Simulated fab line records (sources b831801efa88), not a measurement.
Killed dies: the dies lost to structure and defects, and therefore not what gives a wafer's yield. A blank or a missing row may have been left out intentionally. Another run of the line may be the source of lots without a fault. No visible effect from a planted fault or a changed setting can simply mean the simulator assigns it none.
fab line records ; flow sky130
record: lots: 5; wafers: 15; lastDay: 50
route steps=708 shown CONTACT@426 METAL1@434
lots untouched by any fault: they come from a run of this same line in which no faults occurred
startH: hours from the record's first day to the start of the lot's first wafer shown ; waitH: hours since the lot's step before ; " repeats the value in the row above ; L1.1+2: a row that stands for several wafers ; - no value, or no start given ; * or withheld: withheld ; < > ~ a bound
route shown NAME@n: NAME is a module with steps in the file, n the number in the route of the first one ; usual: average and standard deviation across the fault-free wafers ; same: alike in all rows ; chamber/n: place in a boat ; sites: per-site readings ; _std_site: the values' standard deviation ; _edge_site: inner sites' mean taken away from outer sites' mean ; radiusMm: how far each site lies from the wafer's centre ; mask NAME#n: copy n ; behind: the most recent tool/chamber to have shaped the wafer ; hold: what put the lot on hold/how long, in hours/how the hold closed ; device: whichever transistor did not switch (one of n, p or np) ; end of line: tests run on the same wafers once the route is complete ; for a step that has no rows: nothing shown but its recipe ; killed: dies lost to structure and defects at the first sort, not the wafer's yield ; map: per-die view of a wafer (x killed, . not killed, _ where there is no die)
set.NAME: setting as actually run; set.NAME@STEP: the setting as run at that earlier step ; model.NAME: the simulator's own value behind a step, which no gauge read
a table for each step, a row for each wafer; lots at some steps of the route
services: when a tool's chamber went out of use (startH, in hours from the record's first day, below 0 if earlier), for how many hours, and the reason
== steps ==
step: SKY_CONTACT_STRIP_20
recipe: chemistry: postEtchResidueRemover; timeS: 1200; tempC: 72.5
step: SKY_CONTACT_CLEAN_21
recipe: chemistry: IPA; timeS: 180; tempC: 25
step: SKY_CONTACT_CLEAN_22
recipe: chemistry: O3/DIW; dry: n2Spin
step: SKY_CONTACT_SPUTTER_23
recipe: material: TiN; targetThkNm: 20; chamberPressurePa: 5; powerW: 4000; timeS: 80
step: SKY_CONTACT_CVD_24
recipe: material: W; targetThkNm: 340; timeS: 102.12; tempC: 400; pressureTorr: 40
step: SKY_CONTACT_RS_MEAS_25
recipe: thkMeasGauge: four-point-probe; reads: W_of_CONTACT_CVD_24+TiN_of_CONTACT_SPUTTER_23
usual: CONTACT_W_RS: 0.337/0.0035
lot.wafer;tool;chamber;startH;waitH;CONTACT_W_RS[ohm/sq]
L400.3;filmMetro-01;-;773.51;0.1;0.338
L400.4;filmMetro-01;-;773.51;0.1;0.336
L400.6;filmMetro-01;-;773.51;0.1;0.338
L406.1;filmMetro-01;-;817.72;0.1;0.336
L406.2;filmMetro-01;-;817.72;0.1;0.335
L406.3;filmMetro-01;-;817.72;0.1;0.336
L412.2;filmMetro-04;-;868.47;0.1;0.337
L412.5;filmMetro-04;-;868.47;0.1;0.337
L412.6;filmMetro-04;-;868.47;0.1;0.339
L419.2;filmMetro-04;-;911.36;0.2;0.337
L419.3;filmMetro-04;-;911.36;0.2;0.339
L419.6;filmMetro-04;-;911.36;0.2;0.339
L418.3;filmMetro-04;-;915.22;0.1;0.340
L418.5;filmMetro-04;-;915.22;0.1;0.342
L418.6;filmMetro-04;-;915.22;0.1;0.341
step: SKY_CONTACT_THK_MEAS_26
recipe: thkMeasGauge: xrf; reads: W_of_CONTACT_CVD_24
usual: CONTACT_W_THK: 338/4.6
lot.wafer;tool;chamber;startH;waitH;CONTACT_W_THK[nm]
L400.3;filmMetro-01;-;773.61;0.1;339
L400.4;filmMetro-01;-;773.61;0.1;342
L400.6;filmMetro-01;-;773.61;0.1;339
L406.1;filmMetro-01;-;817.84;0.1;337
L406.2;filmMetro-01;-;817.84;0.1;341
L406.3;filmMetro-01;-;817.84;0.1;338
L412.2;filmMetro-04;-;868.58;0.1;342
L412.5;filmMetro-04;-;868.58;0.1;339
L412.6;filmMetro-04;-;868.58;0.1;337
L419.2;filmMetro-04;-;911.47;0.1;339
L419.3;filmMetro-04;-;911.47;0.1;338
L419.6;filmMetro-04;-;911.47;0.1;339
L418.3;filmMetro-04;-;915.32;0.1;336
L418.5;filmMetro-04;-;915.32;0.1;334
L418.6;filmMetro-04;-;915.32;0.1;336
step: SKY_CONTACT_CMP_27
recipe: stopOn: SiO2; tOverpolishS: 15; downForcePsi: 3.5; platenRpm: 60; targetThkNm: 0; padVelocityMS: 0.94248
step: SKY_METAL1_SPUTTER_00
recipe: material: Ti; targetThkNm: 15; powerW: 3000; timeS: 10; chamberPressurePa: 0.4
usual: throttleValvePct: 29.8/1.1
lot.wafer;tool;chamber;startH;waitH;throttleValvePct
L400.3;pvdSputter-03;-;774.01;0.2;29.9
L400.4;pvdSputter-03;-;774.01;0.2;31.1
L400.6;pvdSputter-03;-;774.01;0.2;29.9
L406.1;pvdSputter-04;-;818.20;0.1;29.4
L406.2;pvdSputter-04;-;818.20;0.1;27.6
L406.3;pvdSputter-04;-;818.20;0.1;29.3
L412.2;pvdSputter-04;-;868.93;0.1;29.0
L412.5;pvdSputter-04;-;868.93;0.1;29.5
L412.6;pvdSputter-04;-;868.93;0.1;27.5
L419.2;pvdSputter-02;-;911.82;0.1;31.3
L419.3;pvdSputter-02;-;911.82;0.1;27.6
L419.6;pvdSputter-02;-;911.82;0.1;27.9
L418.3;pvdSputter-03;-;915.95;0.1;30.0
L418.5;pvdSputter-03;-;915.95;0.1;30.8
L418.6;pvdSputter-03;-;915.95;0.1;31.1
step: SKY_METAL1_SPUTTER_01
recipe: material: TiN; targetThkNm: 20; powerW: 6500; timeS: 16.7; chamberPressurePa: 0.4
usual: throttleValvePct: 29.8/1.2
lot.wafer;tool;chamber;startH;waitH;throttleValvePct
L400.3;pvdSputter-03;-;774.04;0.0;30.0
L400.4;pvdSputter-03;-;774.04;0.0;31.3
L400.6;pvdSputter-03;-;774.04;0.0;30.3
L406.1;pvdSputter-04;-;818.23;0.0;29.4
L406.2;pvdSputter-04;-;818.23;0.0;27.5
L406.3;pvdSputter-04;-;818.23;0.0;29.0
L412.2;pvdSputter-04;-;868.96;0.0;29.1
L412.5;pvdSputter-04;-;868.96;0.0;29.5
L412.6;pvdSputter-04;-;868.96;0.0;27.7
L419.2;pvdSputter-02;-;911.85;0.0;31.0
L419.3;pvdSputter-02;-;911.85;0.0;27.9
L419.6;pvdSputter-02;-;911.85;0.0;27.5
L418.3;pvdSputter-03;-;915.97;0.0;30.0
L418.5;pvdSputter-03;-;915.97;0.0;31.1
L418.6;pvdSputter-03;-;915.97;0.0;31.3
step: SKY_METAL1_SPUTTER_02
recipe: material: AlCu; targetThkNm: 250; powerW: 10600; timeS: 13.3; chamberPressurePa: 0.4
step: SKY_METAL1_SPUTTER_03
recipe: material: Ti; targetThkNm: 5; powerW: 3000; timeS: 3.3; chamberPressurePa: 0.4
usual: throttleValvePct: 29.8/1.1
lot.wafer;tool;chamber;startH;waitH;throttleValvePct
L400.3;pvdSputter-03;-;774.09;0.0;29.9
L400.4;pvdSputter-03;-;774.09;0.0;31.2
L400.6;pvdSputter-03;-;774.09;0.0;30.4
L406.1;pvdSputter-04;-;818.28;0.0;29.3
L406.2;pvdSputter-04;-;818.28;0.0;27.2
L406.3;pvdSputter-04;-;818.28;0.0;29.4
L412.2;pvdSputter-04;-;869.01;0.0;29.4
L412.5;pvdSputter-04;-;869.01;0.0;29.4
L412.6;pvdSputter-04;-;869.01;0.0;27.6
L419.2;pvdSputter-02;-;911.90;0.0;31.1
L419.3;pvdSputter-02;-;911.90;0.0;27.8
L419.6;pvdSputter-02;-;911.90;0.0;27.9
L418.3;pvdSputter-03;-;916.02;0.0;30.5
L418.5;pvdSputter-03;-;916.02;0.0;31.2
L418.6;pvdSputter-03;-;916.02;0.0;31.3
step: SKY_METAL1_SPUTTER_04
recipe: material: TiN; targetThkNm: 70; powerW: 6500; timeS: 58.3; chamberPressurePa: 0.4
usual: throttleValvePct: 29.8/1.1
lot.wafer;tool;chamber;startH;waitH;throttleValvePct;model.TiN_of_METAL1_SPUTTER_04.thkNm
L400.3;pvdSputter-03;-;774.11;0.0;30.0;69.03
L400.4;pvdSputter-03;-;774.11;0.0;31.2;70.35
L400.6;pvdSputter-03;-;774.11;0.0;30.2;70.94
L406.1;pvdSputter-04;-;818.29;0.0;29.3;70.53
L406.2;pvdSputter-04;-;818.29;0.0;27.5;70.73
L406.3;pvdSputter-04;-;818.29;0.0;29.4;69.8
L412.2;pvdSputter-04;-;869.03;0.0;29.2;71.55
L412.5;pvdSputter-04;-;869.03;0.0;29.4;69.25
L412.6;pvdSputter-04;-;869.03;0.0;27.4;69.65
L419.2;pvdSputter-02;-;911.91;0.0;31.2;70.03
L419.3;pvdSputter-02;-;911.91;0.0;28.1;69.8
L419.6;pvdSputter-02;-;911.91;0.0;27.7;69.68
L418.3;pvdSputter-03;-;916.04;0.0;30.4;70.57
L418.5;pvdSputter-03;-;916.04;0.0;31.2;70.06
L418.6;pvdSputter-03;-;916.04;0.0;31.2;70.78
step: SKY_METAL1_RS_MEAS_05
recipe: thkMeasGauge: four-point-probe; reads: TiN_of_METAL1_SPUTTER_04+Ti_of_METAL1_SPUTTER_03+AlCu_of_METAL1_SPUTTER_02+TiN_of_METAL1_SPUTTER_01+Ti_of_METAL1_SPUTTER_00
usual: METAL1_ALCU_RS: 0.1272/0.0014
lot.wafer;tool;chamber;startH;waitH;METAL1_ALCU_RS[ohm/sq]
L400.3;filmMetro-01;-;774.19;0.1;0.1257
L400.4;filmMetro-01;-;774.19;0.1;0.1265
L400.6;filmMetro-01;-;774.19;0.1;0.1258
L406.1;filmMetro-03;-;818.34;0.0;0.1270
L406.2;filmMetro-03;-;818.34;0.0;0.1237
L406.3;filmMetro-03;-;818.34;0.0;0.1247
L412.2;filmMetro-03;-;869.09;0.0;0.1287
L412.5;filmMetro-03;-;869.09;0.0;0.1282
L412.6;filmMetro-03;-;869.09;0.0;0.1271
L419.2;filmMetro-01;-;911.98;0.0;0.1276
L419.3;filmMetro-01;-;911.98;0.0;0.1270
L419.6;filmMetro-01;-;911.98;0.0;0.1265
L418.3;filmMetro-02;-;916.22;0.1;0.1283
L418.5;filmMetro-02;-;916.22;0.1;0.1285
L418.6;filmMetro-02;-;916.22;0.1;0.1291
step: SKY_METAL1_THK_MEAS_06
recipe: thkMeasGauge: xrf; reads: AlCu_of_METAL1_SPUTTER_02
usual: METAL1_ALCU_THK: 245.4/2.6
lot.wafer;tool;chamber;startH;waitH;METAL1_ALCU_THK[nm]
L400.3;filmMetro-01;-;774.29;0.1;247.8
L400.4;filmMetro-01;-;774.29;0.1;246.2
L400.6;filmMetro-01;-;774.29;0.1;246.0
L406.1;filmMetro-03;-;818.46;0.1;246.5
L406.2;filmMetro-03;-;818.46;0.1;249.2
L406.3;filmMetro-03;-;818.46;0.1;248.9
L412.2;filmMetro-03;-;869.20;0.1;241.6
L412.5;filmMetro-03;-;869.20;0.1;243.0
L412.6;filmMetro-03;-;869.20;0.1;244.5
L419.2;filmMetro-01;-;912.09;0.1;246.8
L419.3;filmMetro-01;-;912.09;0.1;244.2
L419.6;filmMetro-01;-;912.09;0.1;244.9
L418.3;filmMetro-02;-;916.32;0.1;245.3
L418.5;filmMetro-02;-;916.32;0.1;245.9
L418.6;filmMetro-02;-;916.32;0.1;243.3
step: SKY_METAL1_DEHYDRATE_07
recipe: tempC: 200; timeS: 60
step: SKY_METAL1_HMDS_08
recipe: primeTimeS: 60; primeTempC: 120
step: SKY_METAL1_COAT_09
recipe: resist: BARC; tempC: withheld; timeS: withheld; spinRpm: 3000; resistThkNm: 60
step: SKY_METAL1_COAT_10
recipe: resist: KrF-thick; spinRpm: 3000; resistThkNm: 450
step: SKY_METAL1_SOFTBAKE_11
recipe: tempC: 100; timeS: 90; resist: KrF-thick
step: SKY_METAL1_EXPOSE_12
recipe: maskId: MM1; na: 0.8; sourceShape: annular; sigmaInner: 0.55; sigmaOuter: 0.85; targetCdNm: 140; doseMj: 28
step: SKY_METAL1_PEB_13
recipe: pebTempC: withheld; pebTimeS: withheld; resist: KrF-thick
step: SKY_METAL1_DEVELOP_14
recipe: developTimeS: 60; resist: KrF-thick; devTempC: 21
step: SKY_METAL1_CD_MEAS_15
recipe: targetCdNm: 140
usual: cdNm: 139.8/1.6
lot.wafer;tool;chamber;startH;waitH;cdNm
L400.3;cdSem-02;-;800.72;-;139.5
L400.4;cdSem-02;-;800.72;-;138.8
L400.6;cdSem-02;-;800.72;-;140.4
L406.1;cdSem-02;-;844.12;-;141.1
L406.2;cdSem-02;-;844.12;-;140.6
L406.3;cdSem-02;-;844.12;-;140.5
L412.2;cdSem-02;-;895.33;-;139.8
L412.5;cdSem-02;-;895.33;-;140.3
L412.6;cdSem-02;-;895.33;-;140.8
L419.2;cdSem-01;-;936.69;-;137.6
L419.3;cdSem-01;-;936.69;-;138.1
L419.6;cdSem-01;-;936.69;-;138.6
L418.3;cdSem-02;-;941.60;-;139.9
L418.5;cdSem-02;-;941.60;-;139.3
L418.6;cdSem-02;-;941.60;-;138.0
step: SKY_METAL1_OVL_MEAS_16
usual: METAL1_OVL: 4/5.2
lot.wafer;tool;chamber;startH;waitH;METAL1_OVL[nm]
L400.3;overlay-02;-;800.82;0.1;1
L400.4;overlay-02;-;800.82;0.1;10
L400.6;overlay-02;-;800.82;0.1;5
L406.1;overlay-02;-;844.24;0.1;10
L406.2;overlay-02;-;844.24;0.1;2
L406.3;overlay-02;-;844.24;0.1;12
L412.2;overlay-01;-;895.44;0.1;10
L412.5;overlay-01;-;895.44;0.1;12
L412.6;overlay-01;-;895.44;0.1;9
L419.2;overlay-02;-;936.80;0.1;9
L419.3;overlay-02;-;936.80;0.1;7
L419.6;overlay-02;-;936.80;0.1;5
L418.3;overlay-01;-;941.69;0.1;5
L418.5;overlay-01;-;941.69;0.1;3
L418.6;overlay-01;-;941.69;0.1;9
step: SKY_METAL1_DESCUM_17
recipe: chemistry: O2; sourcePowerW: 150; biasPowerW: 0; pressureMtorr: 10; tempC: 40; timeS: 8
usual: drypumpMotorCurrentA: 5.61/0.19; oesProductAu: 1.003/0.0087; rfFwdPowerW: 147.7/0.73
lot.wafer;tool;chamber;startH;waitH;drypumpMotorCurrentA;oesProductAu;rfFwdPowerW;rfHoursCounterH
L400.3;rieMetal-04;1;800.85;0.0;5.25;0.995;147.2;-
L400.4;rieMetal-04;0;800.85;0.0;5.88;1.012;147.7;-
L400.6;rieMetal-04;1;800.85;0.0;5.25;1.000;146.7;-
L406.1;rieMetal-04;0;844.28;0.0;5.87;1.001;147.6;6
L406.2;rieMetal-04;1;844.28;0.0;5.24;1.003;146.7;5
L406.3;rieMetal-04;0;844.28;0.0;5.85;0.998;148.0;-
L412.2;rieMetal-03;1;895.48;0.0;5.65;1.010;147.5;-
L412.5;rieMetal-03;1;895.48;0.0;5.62;1.008;148.1;-
L412.6;rieMetal-03;1;895.48;0.0;5.60;1.003;148.3;-
L419.2;rieMetal-04;1;936.83;0.0;5.22;0.979;146.8;9
L419.3;rieMetal-04;0;936.83;0.0;5.84;1.005;147.5;-
L419.6;rieMetal-04;1;936.83;0.0;5.23;0.986;147.3;-
L418.3;rieMetal-04;1;941.73;0.0;5.24;0.990;146.6;-
L418.5;rieMetal-04;0;941.73;0.0;5.86;1.005;147.0;-
L418.6;rieMetal-04;1;941.73;0.0;5.26;0.996;146.6;-
step: SKY_METAL1_ETCH_18
recipe: chemistry: N2/H2; target: BARC; ionEnergyEv: 200; biasW: 100; pressureMtorr: 30; n2FlowSccm: 100; h2FlowSccm: 200; icpW: 500; stopOn: SiO2; timeS: 45.9; targetDepthA: 600
step: SKY_METAL1_METAL_ETCH_19
recipe: targetDepthA: 3600; stopOn: SiO2; overEtchFrac: 0.3; timeS: 78; chemistry: Cl2/BCl3; resistSidewallDeg: 88; pressureMtorr: 10; icpW: 900; biasW: 48.5; Cl2_flow_sccm: 60; bcl3FlowSccm: 30
usual: biasW: 48.46/0.14; drypumpMotorCurrentA: 5.60/0.19; oesProductAu: 0.852/0.0054; rfFwdPowerW: 895.0/2.6; throttleValvePct: 22.264/0.0089
lot.wafer;tool;chamber;startH;waitH;biasW;drypumpMotorCurrentA;oesProductAu;rfFwdPowerW;rfHoursCounterH;throttleValvePct
L400.3;rieMetal-04;1;800.96;0.1;48.56;5.21;0.856;888.9;-;22.281
L400.4;rieMetal-04;0;800.96;0.1;48.26;5.85;0.858;899.0;-;22.261
L400.6;rieMetal-04;1;800.96;0.1;48.52;5.24;0.861;892.6;-;22.279
L406.1;rieMetal-04;0;844.37;0.0;48.40;5.87;0.856;890.9;6;22.275
L406.2;rieMetal-04;1;844.37;0.0;48.59;5.24;0.862;891.6;5;22.264
L406.3;rieMetal-04;0;844.37;0.0;48.45;5.88;0.858;889.6;-;22.257
L412.2;rieMetal-03;1;895.69;0.1;48.51;5.60;0.860;898.2;-;22.257
L412.5;rieMetal-03;1;895.69;0.1;48.50;5.61;0.840;896.7;-;22.271
L412.6;rieMetal-03;1;895.69;0.1;48.59;5.62;0.857;899.6;-;22.248
L419.2;rieMetal-04;1;936.93;0.0;48.55;5.23;0.839;898.1;9;22.261
L419.3;rieMetal-04;0;936.93;0.0;48.42;5.84;0.850;894.6;-;22.273
L419.6;rieMetal-04;1;936.93;0.0;48.37;5.23;0.856;897.4;-;22.265
L418.3;rieMetal-04;1;941.84;0.1;48.49;5.26;0.847;894.4;-;22.282
L418.5;rieMetal-04;0;941.84;0.1;48.41;5.87;0.845;893.7;-;22.271
L418.6;rieMetal-04;1;941.84;0.1;48.51;5.26;0.847;894.0;-;22.261
step: SKY_METAL1_STRIP_20
recipe: chemistry: O2/N2; powerW: 1400; pressureMtorr: 1500; platenTempC: withheld; o2FlowSccm: 3000; n2FlowSccm: 300; overashFraction: 0.5
step: SKY_METAL1_STRIP_21
recipe: chemistry: postEtchResidueRemover; timeS: 1200; tempC: 72.5
lot.wafer;tool;chamber;startH;waitH;model.TiN_of_METAL1_SPUTTER_04.thkNm
L400.3;wetBench-01;1;801.12;0.0;68.61
L400.4;wetBench-01;1;801.12;0.0;69.93
L400.6;wetBench-01;1;801.12;0.0;70.52
L406.1;wetBench-02;3;844.56;0.1;70.12
L406.2;wetBench-02;3;844.56;0.1;70.32
L406.3;wetBench-02;3;844.56;0.1;69.39
L412.2;wetBench-03;1;895.94;0.1;71.14
L412.5;wetBench-03;1;895.94;0.1;68.84
L412.6;wetBench-03;1;895.94;0.1;69.23
L419.2;wetBench-03;3;937.12;0.1;69.6
L419.3;wetBench-03;3;937.12;0.1;69.38
L419.6;wetBench-03;3;937.12;0.1;69.25
L418.3;wetBench-01;3;942.00;0.0;70.14
L418.5;wetBench-01;3;942.00;0.0;69.64
L418.6;wetBench-01;3;942.00;0.0;70.35
step: SKY_METAL1_CLEAN_22
recipe: chemistry: IPA; timeS: 180; tempC: 25
== services ==
tool;chamber;startH;hours;kind
pvdSputter-03;-;802.66;5.0;repair
rieMetal-03;1;813.24;9.5;repair
pvdSputter-02;-;826.13;1.9;repair
rieMetal-04;-;827.30;1.4;pm
rieMetal-03;1;868.59;-;clean
rieMetal-03;1;868.59;16.0;scheduledDown
rieMetal-03;1;868.59;16.0;ventCycle
pvdSputter-02;-;881.88;6.8;repair
rieMetal-03;0;890.63;-;clean
rieMetal-03;0;890.63;15.2;scheduledDown
rieMetal-03;0;890.63;15.2;ventCycle
wetBench-03;-;904.21;8.2;repair
== key ==
firstSign none at tools or gauges
modelEffect: step: SKY_METAL1_SPUTTER_04; value: TiN_of_METAL1_SPUTTER_04.thkNm; without: 69.19; struck: 71.55
modelEffect: step: SKY_METAL1_STRIP_21; value: TiN_of_METAL1_SPUTTER_04.thkNm; without: 68.78; struck: 71.14
metAt SKY_METAL1_SPUTTER_04
struckWafers L412.2
onsetBetween 818.29 869.03
fault: kind: processParameterDrift; tool: pvdSputter-04; chamber: -; onsetH: 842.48; steps: SKY_METAL1_SPUTTER_04; channel: timeS; offset: *; shape: step; endH: 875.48; actsIn: *; stated: *; scope: struckWafersOnly
